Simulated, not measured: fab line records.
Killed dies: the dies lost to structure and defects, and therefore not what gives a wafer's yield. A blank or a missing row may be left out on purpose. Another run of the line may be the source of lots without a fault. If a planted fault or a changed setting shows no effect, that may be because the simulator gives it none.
Matching of chambers	flow gf180mcu	GF_V3_ETCH_16 on rieDiel-03: 4 sister chambers
The step etches BARC in N2/H2. 20 wafers are shown with their chamber, then 10 later ones without.

WAFERS WITH THEIR CHAMBER
wafer	chamber	drypumpMotorCurrentA (A)	rfFwdPowerW (W)	throttleValvePct (%)
L078.1	1	5.35	491.0	13.235
L078.2	0	5.66	492.1	13.225
L078.4	3	5.91	493.9	13.224
L080.2	0	5.65	491.3	13.232
L080.5	3	5.97	497.1	13.232
L080.6	2	6.04	493.3	13.224
L083.1	0	5.66	491.1	13.211
L083.2	1	5.37	493.9	13.223
L083.4	3	5.99	494.2	13.225
L084.1	3	5.94	493.6	13.246
L084.4	2	6.00	494.6	13.203
L084.6	1	5.37	491.4	13.223
L085.2	3	5.96	494.9	13.230
L085.3	2	6.05	495.3	13.232
L085.4	1	5.39	494.9	13.230
L088.1	2	6.01	491.4	13.218
L088.2	1	5.33	492.6	13.222
L088.4	2	6.01	493.0	13.208
L091.1	3	5.98	492.2	13.229
L091.4	2	6.02	495.9	13.224

SIGNATURES, as means of the wafers listed above
reading	chamber 0	chamber 1	chamber 2	chamber 3	scatter within a chamber
drypumpMotorCurrentA	5.6567	5.3620	6.0217	5.9583	0.0228
rfFwdPowerW	491.500	492.760	493.917	494.317	1.55
throttleValvePct	13.22267	13.22660	13.21817	13.23100	0.0089
Rule: a wafer's distance from a chamber is the root of the sum, over the readings, of the square of ((its reading less the chamber's mean) divided by the reading's scatter). If the next closest chamber is less than 2 further off than the closest, the wafer can't be placed; otherwise it belongs to the closest. How the scatter is found: for the shown wafers, subtract from each reading the mean of its chamber, square and add these, divide the total by (wafers less chambers), then take the root.

WAFERS WITHOUT THEIR CHAMBER
wafer	drypumpMotorCurrentA (A)	rfFwdPowerW (W)	throttleValvePct (%)
L091.6	5.94	493.2	13.237
L092.2	5.94	494.0	13.220
L092.4	5.97	492.3	13.229
L092.5	5.66	492.0	13.225
L093.1	6.04	496.7	13.231
L093.2	5.63	490.3	13.237
L093.5	5.64	489.6	13.224
L096.1	5.65	491.1	13.227
L096.5	6.03	493.9	13.223
L096.6	5.94	496.7	13.231

WHICH CHAMBER EACH ONE RAN IN
wafer	from the rows above	in truth
L091.6	3	3
L092.2	3	3
L092.4	can't be placed: 3 or 2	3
L092.5	0	0
L093.1	can't be placed: 2 or 3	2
L093.2	0	0
L093.5	0	0
L096.1	0	0
L096.5	2	2
L096.6	3	3
8 of 10 placed correctly. Not placeable from these rows: 2 (in 2, the candidates include the true chamber). 0 placed wrongly.
